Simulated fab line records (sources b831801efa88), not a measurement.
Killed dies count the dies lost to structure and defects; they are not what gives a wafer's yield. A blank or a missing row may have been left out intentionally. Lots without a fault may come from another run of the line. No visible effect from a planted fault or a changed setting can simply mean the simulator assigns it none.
fab line records	flow gf180mcu
[record] lots = 14	wafers = 38	last-day = 34
route steps=602 shown M2@366 V2@382
lots with no fault: from the same line, run without faults
start-h: the number of hours between the record's first day and the start of the first shown wafer of the lot	wait-h: hours elapsed since this lot's preceding step	" repeats the value in the row above	L1.1+2: a single row standing in for several wafers	- value missing, or start not given	* or withheld: withheld	< > ~ a bound
route shown NAME@n: NAME is a module with steps in the file, n the number in the route of the first one	usual: the fault-free wafers' mean and standard deviation	same: alike in all rows	chamber/n: place in a boat	sites: each site's reading	_std_site: their standard deviation	_edge_site: the outer-site mean with the inner-site mean subtracted	radius-mm: how far each site lies from the wafer's centre	mask NAME#n: copy n	behind: the last tool/chamber to shape the wafer	hold: what put the lot on hold/how long, in hours/how the hold closed	device: transistor that didn't switch, given as n, p or np	end of line: at the end of the route, the tests of the same wafers	step lacking rows: just its recipe	killed: dies that structure and defects cost at the first sort, which is not the same as the wafer's yield	map: shows each die of a wafer: x if killed, . if not, _ if none is there
set.NAME: the run value of the setting; set.NAME@STEP: its run value at that earlier step	model.NAME: the simulator's own value behind a step, which no gauge read
steps of the route over a sample of lots; a table a step, a row a wafer
services: from which hour (start-h, from the record's first day; less than 0 if before it) a tool's chamber was out of use, for how many hours, and why
[[steps]]
[step GF_M2_SPUTTER_04]
[recipe] material = TiN	target-thk-nm = 50	power-w = 6500	time-s = 41.7	chamber-pressure-pa = 0.4
[usual] cathode-dc-power-W = 6500.0/1.3	throttle-valve-pct = 30.2/0.95
lot.wafer	tool	chamber	start-h	wait-h	cathode-dc-power-W	throttle-valve-pct
L703.2	pvd-sputter-02	-	411.36	0.0	6501.1	31.3
L703.5	"	-	"	"	6500.2	29.2
L703.6	"	-	"	"	6500.3	30.0
L705.1	pvd-sputter-02	-	427.12	0.0	6500.8	29.2
L705.2	"	-	"	"	6503.0	31.3
L705.4	"	-	"	"	6501.1	29.6
L706.1	pvd-sputter-01	-	440.10	0.0	6502.9	31.5
L706.3	"	-	"	"	6500.6	31.5
L706.6	"	-	"	"	6501.5	31.4
L707.2	pvd-sputter-01	-	445.42	0.0	6501.4	29.6
L707.4	"	-	"	"	6500.0	31.1
L707.6	"	-	"	"	6499.5	31.4
L708.1	pvd-sputter-04	-	456.71	0.0	6499.8	29.0
L708.3	"	-	"	"	6499.7	30.3
L708.6	"	-	"	"	6503.3	29.0
L709.2	pvd-sputter-04	-	472.33	0.0	6499.3	30.4
L709.4	"	-	"	"	6500.2	28.9
L709.6	"	-	"	"	6501.2	30.3
L710.1	pvd-sputter-01	-	475.49	0.0	6497.2	31.4
L710.3	"	-	"	"	6502.2	31.5
L710.4	"	-	"	"	6500.3	30.7
L711.1	pvd-sputter-02	-	486.99	0.0	6497.2	31.5
L711.3	"	-	"	"	6499.4	29.4
L711.5	"	-	"	"	6500.9	30.3
L713.3	pvd-sputter-02	-	505.78	0.0	6499.0	30.2
L713.5	"	-	"	"	6498.6	30.0
L713.6	"	-	"	"	6499.1	31.5
L715.1	pvd-sputter-02	-	525.01	0.0	6500.0	29.6
L715.4	"	-	"	"	6500.5	31.3
L715.6	"	-	"	"	6497.5	30.4
L718.3	pvd-sputter-04	-	553.45	0.0	6501.4	30.3
L719.5	pvd-sputter-04	-	558.51	0.0	6499.2	29.4
L723.2	pvd-sputter-04	-	587.24	0.0	6498.3	29.8
L723.4	"	-	"	"	6501.0	30.3
L723.6	"	-	"	"	6500.9	30.0
L725.1	pvd-sputter-02	-	594.54	0.0	6500.5	29.8
L725.2	"	-	"	"	6497.8	31.5
L725.6	"	-	"	"	6499.6	31.5
[step GF_V2_CVD_00]
[recipe] material = SiO2	target-thk-nm = 600	sigma-open-frac = 0.3	temp-c = 400	time-s = 100	sih4-flow-sccm = 60	pressure-mtorr = 6
[usual] pressure-mtorr = 6.000/0.012	susceptor-temp-C = 400.01/0.23
lot.wafer	tool	chamber	start-h	wait-h	pressure-mtorr	susceptor-temp-C
L703.2	hdpcvd-02	0	437.35	0.0	5.998	399.88
L703.5	"	1	"	"	6.002	399.77
L703.6	"	2	"	"	5.973	399.95
L705.1	hdpcvd-01	0	451.77	0.0	5.990	400.13
L705.2	"	2	"	"	6.010	400.49
L705.4	"	0	"	"	6.003	400.10
L706.1	hdpcvd-02	1	466.07	0.0	5.999	400.32
L706.3	"	2	"	"	5.994	400.17
L706.6	"	1	"	"	6.012	399.70
L707.2	hdpcvd-01	0	470.27	0.0	6.000	400.02
L707.4	"	0	"	"	5.990	399.64
L707.6	"	1	"	"	5.994	400.48
L708.1	hdpcvd-01	0	482.07	0.0	5.977	399.94
L708.3	"	1	"	"	6.012	399.74
L708.6	"	1	"	"	6.004	399.87
L709.2	hdpcvd-01	1	497.77	0.0	5.997	400.59
L709.4	"	1	"	"	6.002	400.19
L709.6	"	0	"	"	5.994	399.88
L710.1	hdpcvd-01	2	500.02	0.0	6.015	400.27
L710.3	"	1	"	"	6.013	399.88
L710.4	"	2	"	"	6.028	399.67
L711.1	hdpcvd-02	0	511.33	0.0	5.991	400.02
L711.3	"	1	"	"	6.000	400.34
L711.5	"	2	"	"	5.998	399.81
L713.3	hdpcvd-01	1	529.74	0.0	6.009	399.93
L713.5	"	0	"	"	5.999	400.07
L713.6	"	1	"	"	5.990	399.90
L715.1	hdpcvd-02	2	548.27	0.0	6.012	399.96
L715.4	"	1	"	"	6.014	400.09
L715.6	"	0	"	"	6.004	399.79
L718.3	hdpcvd-02	0	576.74	0.0	6.010	400.14
L719.5	hdpcvd-02	0	581.38	0.0	6.018	400.21
L723.2	hdpcvd-01	2	609.09	0.0	5.982	400.13
L723.4	"	2	"	"	5.992	399.68
L723.6	"	1	"	"	6.018	400.17
L725.1	hdpcvd-01	2	615.91	0.0	5.974	400.20
L725.2	"	1	"	"	6.002	399.73
L725.6	"	0	"	"	5.985	399.81
[step GF_V2_THK_MEAS_01]
[recipe] reads = SiO2_of_V2_CVD_00
[usual] V2_CVD_00_THK = 599/6.2
lot.wafer	tool	chamber	start-h	wait-h	V2_CVD_00_THK[nm]
L703.2	film-metro-04	-	437.43	0.0	593
L703.5	"	-	"	"	597
L703.6	"	-	"	"	600
L705.1	film-metro-03	-	451.84	0.0	591
L705.2	"	-	"	"	589
L705.4	"	-	"	"	588
L706.1	film-metro-04	-	466.14	0.0	596
L706.3	"	-	"	"	590
L706.6	"	-	"	"	591
L707.2	film-metro-04	-	470.35	0.0	606
L707.4	"	-	"	"	601
L707.6	"	-	"	"	606
L708.1	film-metro-04	-	482.14	0.0	593
L708.3	"	-	"	"	591
L708.6	"	-	"	"	585
L709.2	film-metro-03	-	497.85	0.0	596
L709.4	"	-	"	"	603
L709.6	"	-	"	"	599
L710.1	film-metro-04	-	500.09	0.0	602
L710.3	"	-	"	"	599
L710.4	"	-	"	"	600
L711.1	film-metro-04	-	511.40	0.0	596
L711.3	"	-	"	"	588
L711.5	"	-	"	"	596
L713.3	film-metro-04	-	529.83	0.1	600
L713.5	"	-	"	"	601
L713.6	"	-	"	"	598
L715.1	film-metro-04	-	548.35	0.0	602
L715.4	"	-	"	"	602
L715.6	"	-	"	"	527
L718.3	film-metro-04	-	576.84	0.1	518
L719.5	film-metro-04	-	581.45	0.0	526
L723.2	film-metro-04	-	609.19	0.1	591
L723.4	"	-	"	"	587
L723.6	"	-	"	"	600
L725.1	film-metro-01	-	615.98	0.0	604
L725.2	"	-	"	"	601
L725.6	"	-	"	"	597
[step GF_V2_THK_MEAS_03]
[recipe] reads = SiO2_of_V2_CVD_02
[usual] V2_CVD_02_THK = 850/9.9
lot.wafer	tool	chamber	start-h	wait-h	V2_CVD_02_THK[nm]
L703.2	film-metro-03	-	437.56	0.0	842
L703.5	"	-	"	"	858
L703.6	"	-	"	"	848
L705.1	film-metro-01	-	451.97	0.0	840
L705.2	"	-	"	"	853
L705.4	"	-	"	"	852
L706.1	film-metro-03	-	466.27	0.0	838
L706.3	"	-	"	"	841
L706.6	"	-	"	"	854
L707.2	film-metro-03	-	470.51	0.1	840
L707.4	"	-	"	"	860
L707.6	"	-	"	"	859
L708.1	film-metro-01	-	482.27	0.0	839
L708.3	"	-	"	"	829
L708.6	"	-	"	"	844
L709.2	film-metro-01	-	497.98	0.0	825
L709.4	"	-	"	"	838
L709.6	"	-	"	"	849
L710.1	film-metro-03	-	500.22	0.0	850
L710.3	"	-	"	"	834
L710.4	"	-	"	"	850
L711.1	film-metro-01	-	511.53	0.0	847
L711.3	"	-	"	"	851
L711.5	"	-	"	"	877
L713.3	film-metro-03	-	529.96	0.1	853
L713.5	"	-	"	"	862
L713.6	"	-	"	"	866
L715.1	film-metro-01	-	548.47	0.0	841
L715.4	"	-	"	"	861
L715.6	"	-	"	"	862
L718.3	film-metro-01	-	576.97	0.1	861
L719.5	film-metro-03	-	581.58	0.0	853
L723.2	film-metro-01	-	609.32	0.0	846
L723.4	"	-	"	"	854
L723.6	"	-	"	"	851
L725.1	film-metro-04	-	616.11	0.0	839
L725.2	"	-	"	"	848
L725.6	"	-	"	"	856
[step GF_V2_SPUTTER_21]
[recipe] material = Ti	target-thk-nm = 15	chamber-pressure-pa = 5	power-w = 2500	substrate-temp-c = 200	time-s = 80.02
[usual] cathode-dc-power-W = 2500.0/0.42	throttle-valve-pct = 30.6/0.75
lot.wafer	tool	chamber	start-h	wait-h	cathode-dc-power-W	throttle-valve-pct
L703.2	pvd-sputter-01	-	463.17	0.0	2499.9	31.7
L703.5	"	-	"	"	2499.7	30.8
L703.6	"	-	"	"	2499.7	29.4
L705.1	pvd-sputter-04	-	478.07	0.0	2499.5	30.2
L705.2	"	-	"	"	2500.1	30.3
L705.4	"	-	"	"	2499.7	29.7
L706.1	pvd-sputter-01	-	491.10	0.0	2500.1	29.7
L706.3	"	-	"	"	2500.3	31.7
L706.6	"	-	"	"	2500.1	29.5
L707.2	pvd-sputter-04	-	495.88	0.0	2499.2	30.2
L707.4	"	-	"	"	2500.2	28.9
L707.6	"	-	"	"	2500.6	29.5
L708.1	pvd-sputter-03	-	507.29	0.0	2500.2	31.0
L708.3	"	-	"	"	2500.1	31.1
L708.6	"	-	"	"	2500.3	30.7
L709.2	pvd-sputter-03	-	521.72	0.0	2499.9	30.4
L709.4	"	-	"	"	2499.7	31.1
L709.6	"	-	"	"	2499.8	31.0
L710.1	pvd-sputter-03	-	525.15	0.0	2500.0	31.0
L710.3	"	-	"	"	2500.3	30.1
L710.4	"	-	"	"	2499.8	30.9
L711.1	pvd-sputter-01	-	535.70	0.0	2500.1	31.5
L711.3	"	-	"	"	2499.6	30.9
L711.5	"	-	"	"	2499.7	31.4
L713.3	pvd-sputter-01	-	553.75	0.0	2500.5	30.8
L713.5	"	-	"	"	2499.7	31.5
L713.6	"	-	"	"	2500.6	29.5
L715.1	pvd-sputter-01	-	572.20	0.0	2499.9	30.7
L715.4	"	-	"	"	2499.4	31.4
L715.6	"	-	"	"	2500.7	31.4
L718.3	pvd-sputter-01	-	599.48	0.0	2500.9	29.5
L719.5	pvd-sputter-01	-	604.41	0.0	2500.0	31.0
L723.2	pvd-sputter-03	-	631.22	0.0	2499.6	31.0
L723.4	"	-	"	"	2500.4	30.4
L723.6	"	-	"	"	2500.3	30.2
L725.1	pvd-sputter-01	-	637.41	0.0	2500.6	29.4
L725.2	"	-	"	"	2499.7	31.8
L725.6	"	-	"	"	2499.2	31.4
[[services]]
tool	chamber	start-h	hours	kind
hdpcvd-01	-	393.45	4.3	pm
hdpcvd-01	-	398.47	2.9	repair
pvd-sputter-02	-	401.14	6.1	repair
hdpcvd-02	0	402.98	6.1	repair
pvd-sputter-04	-	408.35	5.3	repair
hdpcvd-02	1	447.27	8.6	repair
hdpcvd-01	-	471.57	0.8	repair
pvd-sputter-04	-	476.01	1.4	repair
pvd-sputter-01	-	484.12	6.3	repair
pvd-sputter-04	-	506.16	4.1	repair
hdpcvd-02	0	518.80	5.8	repair
pvd-sputter-02	-	528.27	2.2	repair
hdpcvd-01	-	539.25	15.0	pm
hdpcvd-01	0	539.25	15.0	vent-cycle
hdpcvd-01	1	539.25	15.0	vent-cycle
hdpcvd-01	2	539.25	15.0	vent-cycle
pvd-sputter-03	-	550.99	0.7	repair
hdpcvd-01	0	554.25	-	clean
hdpcvd-01	1	554.25	-	clean
pvd-sputter-04	-	558.58	0.7	repair
pvd-sputter-01	2	581.52	-	consumable-replace:kit
pvd-sputter-01	2	581.52	18.0	scheduled-down
pvd-sputter-01	2	581.52	18.0	vent-cycle
pvd-sputter-04	-	625.58	2.8	repair
[[key]]
[first-sign] step = GF_V2_THK_MEAS_01	reading = V2_CVD_00_THK	direction = down	sigmas = 12	usual = 599	struck = 524
effect none on later readings
met-at GF_V2_CVD_00
struck-lots L715,L718,L719
struck-wafers L715.6,L718.3,L719.5
tester-left-out L718,L719
not-acting-at GF_M2_SPUTTER_04,GF_V2_THK_MEAS_03,GF_V2_SPUTTER_21
onset-between 511.33 548.27
[earlier-fault] kind = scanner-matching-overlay	tool = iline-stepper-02	chamber = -	onset-h = 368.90	steps = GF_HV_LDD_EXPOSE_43	offset = 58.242
[fault] kind = site-profile-drift	tool = hdpcvd-02	chamber = 0	onset-h = 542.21	steps = GF_V2_CVD_00	basis = fraction	max-abs-drift = 0.28277	slope-share-per-hr = 62.837	site-pattern = 0,0,0,0,0,-1,-1,-1,-1
// tester-left-out: of these lots the tester's yield and bins aren't shown, on N5 and GAA mostly nor the transistor test; their killed dies are dies lost to structure and defects alone, not to doping, threshold or leakage, so they don't give the yield
